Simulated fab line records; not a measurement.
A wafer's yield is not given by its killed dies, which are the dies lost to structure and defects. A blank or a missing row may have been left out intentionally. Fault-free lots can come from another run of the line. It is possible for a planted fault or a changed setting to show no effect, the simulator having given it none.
Matching of chambers | flow gf180mcu | pecvd-01 running GF_V3_CVD_02: 3 sister chambers
The step deposits SiO2 from TEOS, target thk 850 nm, time 94.851 s. 15 wafers are shown with their chamber, then 7 later ones without.

== WAFERS PAIRED WITH THEIR CHAMBERS ==
wafer  | chamber | heater_power_w (W) | susceptor_temp_C (C) | rf_fwd_power_W (W)
L166.1 | 2       | 795                | 400.48               | 596.7
L166.2 | 1       | 485                | 400.16               | 598.6
L166.6 | 0       | 488                | 400.19               | 597.2
L168.2 | 2       | 781                | 400.06               | 597.1
L168.5 | 0       | 604                | 399.73               | 595.5
L168.6 | 2       | 826                | 399.83               | 596.9
L169.2 | 1       | 540                | 400.45               | 595.5
L169.3 | 0       | 540                | 399.43               | 598.9
L170.2 | 0       | 616                | 399.86               | 601.0
L170.4 | 1       | 525                | 399.95               | 601.2
L181.1 | 0       | 584                | 400.15               | 595.3
L181.4 | 0       | 623                | 399.62               | 595.7
L181.6 | 1       | 528                | 399.90               | 596.7
L182.2 | 2       | 808                | 399.80               | 595.8
L182.3 | 0       | 498                | 399.74               | 593.8

SIGNATURES (means of the wafers above)
reading          | chamber 0 | chamber 1 | chamber 2 | scatter within a chamber
heater_power_w   | 564.71    | 519.50    | 802.50    | 42.5
susceptor_temp_C | 399.8171  | 400.1150  | 400.0425  | 0.279
rf_fwd_power_W   | 596.771   | 598.000   | 596.625   | 2.16
Rule: distance of a wafer from a chamber = root of the sum over the readings of ((wafer's reading minus chamber's mean) / reading's scatter) squared. If the next closest chamber is less than 2 further off than the closest, the wafer can't be placed; otherwise it belongs to the closest. The scatter: the root of (the sum of the squares of (reading less its chamber's mean) over the shown wafers, divided by (wafers less chambers)).

== WAFERS WITHOUT THEIR CHAMBER ==
wafer  | heater_power_w (W) | susceptor_temp_C (C) | rf_fwd_power_W (W)
L182.6 | 677                | 400.34               | 595.4
L183.2 | 825                | 399.78               | 598.3
L183.5 | 497                | 400.00               | 599.0
L183.6 | 503                | 400.27               | 597.8
L188.1 | 545                | 399.55               | 599.3
L188.5 | 807                | 399.75               | 593.6
L188.6 | 439                | 399.55               | 596.9

== WHICH CHAMBER EACH WENT THROUGH ==
wafer  | from the rows above          | in truth
L182.6 | can't be placed: 2 or 0 or 1 | 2
L183.2 | 2                            | 2
L183.5 | can't be placed: 1 or 0      | 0
L183.6 | can't be placed: 1 or 0      | 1
L188.1 | can't be placed: 0 or 1      | 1
L188.5 | 2                            | 2
L188.6 | can't be placed: 1 or 0      | 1
Correct placement for 2 of the 7. These rows do not allow placing 5 (true chamber among the candidates in 5). 0 placed wrongly.
